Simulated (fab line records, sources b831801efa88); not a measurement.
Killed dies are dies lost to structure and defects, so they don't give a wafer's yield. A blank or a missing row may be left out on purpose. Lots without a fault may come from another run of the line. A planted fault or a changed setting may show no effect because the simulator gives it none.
A struck lot beside a sound one | flow sky130 | 18 steps out of a route of 708
Sound: wafers L958.1, L958.2, L958.5. Struck: wafers L962.2, L962.5. (L962.1 of the same lot was not struck and is left out.) The cause comes at the end.
At each step with rows: each side's tool, then ch and its chambers, then its first start. Under that, the readings that differ: sound wafers | struck wafers | difference of the means | sigmas: that difference in standard deviations of wafers without a fault.
alike: readings whose means differ by less than 2 such deviations, and words and numbers that are the same on both sides. not compared: withheld readings, readings that some wafer has no value for, bounds like >300 that may hide the same value, and numbers for which the record gives no deviation and whose values overlap.
The two part at a step that has a row with sigmas, a row that says differs or no value, or rows on one side only. Numbers that don't overlap but have no deviation are shown without sigmas and don't part them. A reading that every wafer of one side lacks parts them only if that side has two wafers or more.

first, 3 steps without rows for these wafers: SKY_VIA3_EXPOSE_09 (exposes mask VIM3, target cd 200 nm); SKY_VIA3_PEB_10; SKY_VIA3_DEVELOP_11 (develop time 60 s).
SKY_VIA3_CD_MEAS_12: target cd 200 nm.
  sound on cd_sem-01, day 41 05:44; struck on cd_sem-01, day 42 17:49
  alike: cd_nm
SKY_VIA3_OVL_MEAS_13:
  sound on overlay-01, day 41 05:52; struck on overlay-02, day 42 17:56
  alike: VIA3_OVL
SKY_VIA3_ETCH_14: etches BARC in N2/H2, stops on SiO2, time 45.9 s, target depth 60 nm.
  sound on rie_diel-01 ch 0,2, day 41 05:54; struck on rie_diel-04 ch 2,3, day 42 17:58
  alike: drypump_motor_current_A, oes_product_au, throttle_valve_pct
  not compared: rf_hours_counter_h
SKY_VIA3_ETCH_15: etches SiO2 in C4F8/O2/Ar, stops on TiN, target depth 507 nm, time 78 s.
  sound on rie_diel-01 ch 0,2, day 41 05:56; struck on rie_diel-04 ch 2,3, day 42 18:00
  alike: oes_product_au
  not compared: rf_hours_counter_h
SKY_VIA3_STRIP_16: strips in O2/N2.
  sound on plasma_asher-02 ch 0,1, day 41 06:00; struck on plasma_asher-02 ch 0, day 42 18:04
  alike: drypump_motor_current_A, oes_product_au, strip_time_to_endpoint_s
  not compared: rf_hours_counter_h
then, 3 steps without rows for these wafers: SKY_VIA3_STRIP_17 (strips in post etch residue remover, time 1200 s); SKY_VIA3_CLEAN_18 (cleans in IPA, time 180 s); SKY_VIA3_CLEAN_19 (cleans in O3/DIW).
SKY_VIA3_SPUTTER_20: material TiN, target thk 20 nm, time 80 s.
  sound on pvd_sputter-04, day 41 06:35; struck on pvd_sputter-03, day 42 18:40
  alike: throttle_valve_pct
SKY_VIA3_CVD_21: deposits W, target thk 390 nm, time 117.31 s.
  sound on cvd_w-02 ch 0,1, day 41 06:39; struck on cvd_w-02 ch 0, day 42 18:43
  reading                            | sound             | struck      | difference | sigmas
  model.W_of_VIA3_CVD_21.thk_nm (nm) | 383.5 389.5 390.7 | 566.9 564.7 | +177.9     |
  alike: heater_power_w
  not compared: since_wet_clean_h
SKY_VIA3_RS_MEAS_22: measures by four-point-probe.
  sound on film_metro-04, day 41 06:47; struck on film_metro-03, day 42 18:51
  reading            | sound                | struck        | difference | sigmas
  VIA3_W_RS (ohm/sq) | 0.2984 0.2939 0.2924 | 0.2012 0.2026 | -0.0930    | -32
SKY_VIA3_THK_MEAS_23: measures by xrf.
  sound on film_metro-04, day 41 06:54; struck on film_metro-03, day 42 18:58
  reading         | sound       | struck  | difference | sigmas
  VIA3_W_THK (nm) | 373 376 380 | 553 550 | +175       | +26
SKY_VIA3_CMP_24: polishes, stops on SiO2, t overpolish 20 s, target thk 0 nm.
  sound on cmp-02 ch 0,2,3, day 41 07:04; struck on cmp-01 ch 0, day 42 19:02
  reading                | sound    | struck  | difference | sigmas
  time_to_endpoint_s (s) | 97 96 98 | 134 136 | +38        | +9
  alike: head_pressure_psi, motor_current_A, platen_rpm
SKY_METAL4_SPUTTER_00: material Ti, target thk 15 nm, time 10 s.
  sound on pvd_sputter-01, day 41 07:16; struck on pvd_sputter-02, day 42 19:20
  alike: throttle_valve_pct
-- the record jumps here: 6 days lie between the struck wafers' starts before and after (it left off in module METAL4 and takes up again in module PAD_OPEN, whose first step shown is number 708 of the route) --
SKY_PAD_OPEN_PROBE_99:
  sound on prober-02, day 47 06:21; struck on prober-02, day 48 11:05
  reading               | sound | struck  | difference | sigmas
  sort_bin_6_memory (%) | 8.7   | 5.5 7.1 | -2.4       | -2
  alike: defect_limited_yield, killed_at_M0_to_M3, killed_at_M4_up, killed_at_contacts, killed_at_front_end, killed_at_other, killed_dies, killed_open, killed_short, sort_bin_3_pad_short, sort_bin_5_function, sort_n_pass, sort_yield_pct

WHERE THEY PART
First at SKY_VIA3_RS_MEAS_22; last, within this record, at SKY_PAD_OPEN_PROBE_99.

WHY: what the simulator had put in
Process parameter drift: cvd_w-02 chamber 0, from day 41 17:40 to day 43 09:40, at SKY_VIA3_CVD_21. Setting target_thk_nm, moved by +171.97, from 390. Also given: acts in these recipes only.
